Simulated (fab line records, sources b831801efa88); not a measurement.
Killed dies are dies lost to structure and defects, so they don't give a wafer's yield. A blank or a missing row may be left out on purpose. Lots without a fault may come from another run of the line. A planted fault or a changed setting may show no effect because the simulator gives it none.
Which tool did it? | flow sky130 | 13 lots, 39 wafers sampled, at 4 steps of a route of 708

WHAT THE GAUGES READ, wafer by wafer
SKY_VIA1_THK_MEAS_23: measures by xrf. Usual: VIA1_W_THK 273 nm, standard deviation 6.
lot  | measured     | on            | VIA1_W_THK (nm) | flag
L577 | day 33 20:35 | film_metro-04 | 276 273 274     |
L578 | day 34 02:58 | film_metro-02 | 273 273 271     |
L579 | day 34 14:59 | film_metro-02 | 265 280 276     |
L581 | day 35 06:43 | film_metro-01 | 266 274 266     |
L582 | day 35 21:31 | film_metro-01 | 268 265 277     |
L585 | day 36 13:26 | film_metro-04 | 280 280 280     |
L586 | day 36 13:31 | film_metro-01 | 277 267 263     |
L593 | day 39 21:44 | film_metro-02 | 265 275 274     |
L595 | day 39 23:19 | film_metro-01 | 262 272 264     |
L594 | day 40 02:08 | film_metro-02 | 278 265 272     |
L596 | day 40 02:11 | film_metro-01 | 268 267 269     |
L598 | day 40 08:50 | film_metro-02 | 271 277 269     |
L599 | day 40 13:53 | film_metro-02 | 271 271 271     |

SKY_VIA2_CD_MEAS_12: target cd 200 nm. Usual: cd_nm 200.5 nm, standard deviation 1.8.
lot  | measured     | on        | cd_nm (nm)        | flag
L577 | day 36 02:54 | cd_sem-02 | 199.2 198.3 200.2 |
L578 | day 36 10:08 | cd_sem-02 | 200.8 198.9 198.8 |
L579 | day 36 20:56 | cd_sem-01 | 201.0 201.0 200.5 |
L581 | day 37 13:10 | cd_sem-01 | 200.8 200.5 200.3 |
L582 | day 38 03:56 | cd_sem-02 | 200.5 200.5 200.9 |
L585 | day 38 19:37 | cd_sem-02 | 201.3 201.1 201.5 |
L586 | day 38 19:58 | cd_sem-01 | 199.5 199.4 199.9 |
L593 | day 42 00:15 | cd_sem-01 | 199.6 199.7 200.4 |
L595 | day 42 02:11 | cd_sem-01 | 199.9 199.6 200.8 |
L594 | day 42 03:37 | cd_sem-01 | 199.8 198.9 198.8 |
L596 | day 42 03:43 | cd_sem-02 | 196.9 197.1 196.7 |
L598 | day 42 11:10 | cd_sem-02 | 203.5 202.7 201.7 |
L599 | day 42 15:55 | cd_sem-01 | 197.9 198.0 196.6 |

WHICH TOOL RAN EACH LOT (tool, then ch and the chambers of the sampled wafers, then the start)
lot  | SKY_METAL2_STRIP_20                  | SKY_VIA2_COAT_07
L577 | plasma_asher-03 ch 0,1, day 34 23:13 | litho_track-02 ch 0, day 35 13:00
L578 | plasma_asher-03 ch 0,1, day 35 06:39 | litho_track-04 ch 0, day 35 20:00
L579 | plasma_asher-03 ch 0,1, day 35 17:30 | litho_track-02 ch 0, day 36 07:00
L581 | plasma_asher-01 ch 0,1, day 36 09:50 | litho_track-04 ch 0, day 37 00:00
L582 | plasma_asher-01 ch 0,1, day 37 00:47 | litho_track-01 ch 0, day 37 14:00
L585 | plasma_asher-03 ch 0,1, day 37 16:44 | litho_track-04 ch 0, day 38 06:00
L586 | plasma_asher-02 ch 0,1, day 37 16:55 | litho_track-02 ch 0, day 38 06:00
L593 | plasma_asher-02 ch 0,1, day 40 23:05 | litho_track-02 ch 0, day 41 12:00
L595 | plasma_asher-01 ch 0,1, day 41 00:47 | litho_track-01 ch 0, day 41 13:00
L594 | plasma_asher-03 ch 0,1, day 41 03:07 | litho_track-02 ch 0, day 41 15:00
L596 | plasma_asher-02 ch 0,1, day 41 03:16 | litho_track-01 ch 0, day 41 15:00
L598 | plasma_asher-02 ch 0,1, day 41 10:08 | litho_track-01 ch 0, day 41 23:00
L599 | plasma_asher-03 ch 0,1, day 41 14:59 | litho_track-01 ch 0, day 42 04:00
- SKY_METAL2_STRIP_20: strips in O2/N2.
- SKY_VIA2_COAT_07: resist thk 450 nm.

WHAT THE TOOLS THEMSELVES READ (means of the sampled wafers that have a number; where no wafer has one, the mark that the record gives instead)
SKY_METAL2_STRIP_20. Usual: drypump_motor_current_A 5.8 A, standard deviation 0.45; oes_product_au 0.343 a.u., standard deviation 0.0053; strip_time_to_endpoint_s 2.70 s, standard deviation 0.042.
lot  | tool            | drypump_motor_current_A (A) | oes_product_au (a.u.) | strip_time_to_endpoint_s (s) | flag
L577 | plasma_asher-03 | 6.2                         | 0.349                 | 2.70                         |
L578 | plasma_asher-03 | 6.2                         | 0.346                 | 2.75                         |
L579 | plasma_asher-03 | 6.2                         | 0.341                 | 2.69                         |
L581 | plasma_asher-01 | 5.4                         | 0.340                 | 2.72                         |
L582 | plasma_asher-01 | 5.4                         | 0.341                 | 2.72                         |
L585 | plasma_asher-03 | 6.2                         | 0.343                 | 2.70                         |
L586 | plasma_asher-02 | 5.5                         | 0.344                 | 2.69                         |
L593 | plasma_asher-02 | 5.8                         | 0.344                 | 2.71                         |
L595 | plasma_asher-01 | 5.4                         | 0.339                 | 2.64                         |
L594 | plasma_asher-03 | 6.2                         | 0.350                 | 2.72                         |
L596 | plasma_asher-02 | 5.5                         | 0.342                 | 2.69                         |
L598 | plasma_asher-02 | 5.8                         | 0.345                 | 2.71                         |
L599 | plasma_asher-03 | 6.2                         | 0.339                 | 2.68                         |

SKY_VIA2_COAT_07. Usual: resist_line_temp_C 23.01 C, standard deviation 0.1; spin_speed_rpm 3000.1 rpm, standard deviation 2.
lot  | tool           | resist_line_temp_C (C) | spin_speed_rpm (rpm) | flag
L577 | litho_track-02 | 22.94                  | 2998.1               |
L578 | litho_track-04 | 22.89                  | 2999.1               |
L579 | litho_track-02 | 23.05                  | 3000.5               |
L581 | litho_track-04 | 23.06                  | 2999.7               |
L582 | litho_track-01 | 23.16                  | 3001.2               |
L585 | litho_track-04 | 22.95                  | 3000.6               |
L586 | litho_track-02 | 23.01                  | 2999.3               |
L593 | litho_track-02 | 22.97                  | 3068.3               | OFF
L595 | litho_track-01 | 22.92                  | 2999.6               |
L594 | litho_track-02 | 23.01                  | 3069.8               | OFF
L596 | litho_track-01 | 23.05                  | 3000.2               |
L598 | litho_track-01 | 23.01                  | 3000.4               |
L599 | litho_track-01 | 22.99                  | 2997.6               |

THE ANSWER, worked out from the rows above alone
Rule: a lot is off if the mean of its wafers that have a number lies more than 3 standard deviations from the usual mean. A lot without any number at a reading at which 4 lots or more have one is off too. The other lots that the step has rows for count as sound. The gauges are gone through in route order, then the tools' own readings, and for those a lot's mean is taken as printed above. The first step at which some lot is off is used, and at that step the reading that is off furthest; a lot without a number counts as furthest.
Off: L593, L594, at SKY_VIA2_COAT_07 (spin_speed_rpm).
A tool fits if, at that step or a process step before it, it ran every lot that is off, and no sound lot after the first of them. One fits: litho_track-02 at SKY_VIA2_COAT_07. Its last sound lot is L586 (day 38 06:00), its first lot that is off L593 (day 41 12:00): a fault that began between those two fits.
The tool's own readings at SKY_VIA2_COAT_07 bear it out: on the lots that are off they differ by more than 5 times the standard deviation of the sound lots' means. spin_speed_rpm reads 3069.1 rpm there against 2999.7 rpm on the sound lots.

WHAT THE SIMULATOR HAD PUT IN
Process parameter drift: litho_track-02, from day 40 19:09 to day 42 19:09, at SKY_VIA2_COAT_07. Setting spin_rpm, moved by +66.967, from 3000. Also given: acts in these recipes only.
Lots struck among those shown: L593, L594. The rule above found the same.
